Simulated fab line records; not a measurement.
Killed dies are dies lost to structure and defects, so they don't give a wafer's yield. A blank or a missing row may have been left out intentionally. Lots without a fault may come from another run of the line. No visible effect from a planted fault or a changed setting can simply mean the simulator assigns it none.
Problem report in the 8D (eight disciplines) form, filled by code || flow sky130 || the parts of the form that need people (team, actions taken, sign-off) are left out

## 1. THE ISSUE
Mean NWELL_2_TW at SKY_NWELL_TW_MEAS_26: 546 over 6 wafers in 2 lots; fault-free wafers: 495, standard deviation 4.3. That puts it +12 standard deviations away from the usual mean.
Earliest sighting: wafer L606.1 on filmMetro-01 at day 7 19:25. Wafers with a number at this step in the record: 36, from 12 lots. Rule for "out", or "out of limits": more than 4 standard deviations from the usual mean. All remaining wafers that have a number are taken as sound.

## 2. WHAT IT IS, WHAT IT ISN'T
{"question": "which readings at this step", "is": "NWELL_2_TW", "is not": "-"}
{"question": "which lots", "is": "L606, L607", "is not": "L596, L601, L608, L609, L610, L612, L613, L615, L618, L619"}
{"question": "which wafers of those lots", "is": "all that have a number", "is not": "-"}
{"question": "read on which gauges", "is": "filmMetro-01, filmMetro-02", "is not": "filmMetro-04"}
{"question": "when", "is": "from day 7 19:25", "is not": "up to then (6 sound wafers); but 24 sound wafers of L608, L609, L610, L612, L613, L615, L618, L619 came after"}

## 3. SUSPECTS, AND WHAT RULES EACH OUT
Counting: a tool at any process step up to the reading remains a suspect when it ran all the lots that are out and ran no sound lot after the first of those.
- the gauge at SKY_NWELL_TW_MEAS_26 is ruled out. 2 gauges (filmMetro-01, filmMetro-02) read the wafers that are out.
- lithoTrack-04 at SKY_PWDE_COAT_02 (resist thk 3000 nm): ruled out as a lasting fault. Following L606 (day 5 18:21), the first lot on it that is out, the sound lots L610, L612, L613, L615, L618, L619 were run on it.
Left after counting: nothing in the record.

## 4. THE CAUSE (what the simulator had put in)
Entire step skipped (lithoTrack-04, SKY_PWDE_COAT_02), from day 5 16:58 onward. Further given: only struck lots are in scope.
The count ruled it out by mistake, since the rule takes a fault to strike every lot its tool runs from the start of the fault on, and this one did not do so.

## 5. SEQUENCE OF EFFECTS, ordered by route
Rows list readings where the struck wafers' mean (over those with a number) sits beyond 3 standard deviations from the usual. Scope: only readings with a usual standard deviation given in the record; hours: median across lots of the time from each lot's start at the first step in this table that gives one to its start at this step; sigmas: change in usual standard deviations.
{"hours": 0, "step": "SKY_NWELL_TW_MEAS_26", "reading": "NWELL_2_TW", "usual": 495, "on struck wafers": 546, "change": "+51", "sigmas": "+12"}
{"hours": 969, "step": "SKY_PAD_OPEN_PROBE_99", "reading": "killedAtFrontEnd", "usual": 16, "on struck wafers": 419, "change": "+403", "sigmas": "+84"}
{"hours": 969, "step": "SKY_PAD_OPEN_PROBE_99", "reading": "killedDies", "usual": 89, "on struck wafers": 492, "change": "+403", "sigmas": "+40"}
{"hours": 969, "step": "SKY_PAD_OPEN_PROBE_99", "reading": "killedOnRim", "usual": 17, "on struck wafers": 96, "change": "+79", "sigmas": "+23"}
Process steps it contains:
- SKY_PAD_OPEN_PROBE_99
Readings that are blank on the struck wafers while sound wafers have them: chillPlateTempC at SKY_PWDE_COAT_02; dispensePressureKPa at SKY_PWDE_COAT_02; resistLineTempC at SKY_PWDE_COAT_02; PWDE_OVL at SKY_PWDE_OVL_MEAS_07.

## 6. HOW IT WOULD HAVE BEEN CAUGHT EARLIER
The first out-of-limits reading at a measuring or inspecting step in this record came at day 7 19:25, 50 hours after the fault's start at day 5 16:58.
Between SKY_PWDE_COAT_02 and SKY_NWELL_TW_MEAS_26, SKY_PWDE_OVL_MEAS_07 gave no PWDE_OVL on the struck wafers, where sound wafers have one: a measuring or inspecting step that comes back empty is itself a sign.
At SKY_PWDE_COAT_02 the tool's readings are blank on the struck wafers, where sound wafers have them: an empty tool record is the first sign, and it was there at once.
